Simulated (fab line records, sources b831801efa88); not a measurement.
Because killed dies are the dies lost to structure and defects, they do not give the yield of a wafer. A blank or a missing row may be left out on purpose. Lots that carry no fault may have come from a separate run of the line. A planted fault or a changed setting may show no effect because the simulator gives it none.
Struck lot and sound lot, side by side    flow gf180mcu    14 steps out of a route of 602
Sound: these wafers, L916.2, L916.4, L916.6. Struck: wafers L914.2, L914.4, L914.5. The cause is named last.
Each step with rows lists, per side, the tool, then ch with its chambers, then its first start. Under that, the readings that differ: sound wafers    struck wafers    difference of the means    sigmas: that difference in standard deviations of wafers without a fault.
alike: a reading whose means differ by less than 2 such deviations, as well as words and numbers matching on both sides. not compared: withheld readings; readings where some wafer has no value; bounds like >300 that might hide an equal value; numbers whose values overlap and for which the record gives no deviation.
Wherever a step has rows on one side only, a row that says differs or no value, or a row with sigmas, the two part there. When numbers do not overlap yet have no deviation, they are printed without sigmas and do not part them. A reading that every wafer of one side lacks parts them only if that side has two wafers or more.

GF_V2_CMP_26: polishes, stops on SiO2, t overpolish 15 s, target thk 0 nm.
  sound on cmp-02 ch 0,1,2, day 25 09:52; struck on cmp-02 ch 0,1,2, day 24 13:08
  alike: motor current A, overpolish run s, time to endpoint s
GF_M3_SPUTTER_00: material Ti, target thk 37.5 nm, time 150 s.
  sound on pvd sputter-04 at day 25 10:07; struck on pvd sputter-03 at day 24 13:23
  alike: throttle valve pct
GF_M3_SPUTTER_01: material TiN, target thk 30 nm, time 25 s.
  sound on pvd sputter-04 at day 25 10:13; struck on pvd sputter-03 at day 24 13:29
  alike: throttle valve pct
then, 1 step without rows for these wafers: GF_M3_SPUTTER_02 (material AlCu, target thk 450 nm, time 23.9 s).
GF_M3_SPUTTER_03: material Ti, target thk 10 nm, time 6.7 s.
  sound on pvd sputter-04 at day 25 10:16; struck on pvd sputter-03 at day 24 13:33
  alike: throttle valve pct
GF_M3_SPUTTER_04: material TiN, target thk 50 nm, time 41.7 s.
  sound on pvd sputter-04 at day 25 10:18; struck on pvd sputter-03 at day 24 13:34
  alike: throttle valve pct
GF_M3_RS_MEAS_05: measures by four-point-probe.
  sound on film metro-03 at day 25 10:21; struck on film metro-02 at day 24 13:38
reading              sound                 struck                difference  sigmas
M3_ALCU_RS (ohm/sq)  0.0707 0.0711 0.0717  0.0682 0.0689 0.0696  -0.0023     -3
GF_M3_THK_MEAS_06: measures by xrf.
  sound on film metro-03 at day 25 10:28; struck on film metro-02 at day 24 13:44
reading           sound        struck       difference  sigmas
M3_ALCU_THK (nm)  437 432 430  452 448 445  +15         +3
then, 4 steps without rows for these wafers: GF_M3_DEHYDRATE_07 (time 60 s); GF_M3_HMDS_08 (prime time 60 s); GF_M3_COAT_09 (resist thk 1000 nm); GF_M3_SOFTBAKE_10 (time 60 s).
GF_M3_EXPOSE_11: exposes mask Metal3, target cd 280 nm.
  sound on krf scanner-01 ch 0, day 25 21:14; struck on krf scanner-01, day 25 00:49
  no value came back on the struck wafers for exposure dose mJ cm2, focus offset nm (nm), sigma outer; on the sound wafers exposure dose mJ cm2 reads 28.029 27.998 27.966
  alike: mask
then, 1 step without rows for these wafers: GF_M3_PEB_12 (peb time 90 s).

== WHERE THEY PART ==
First at GF_M3_RS_MEAS_05; last, within this record, at GF_M3_EXPOSE_11.

WHY: whatever the simulator had introduced
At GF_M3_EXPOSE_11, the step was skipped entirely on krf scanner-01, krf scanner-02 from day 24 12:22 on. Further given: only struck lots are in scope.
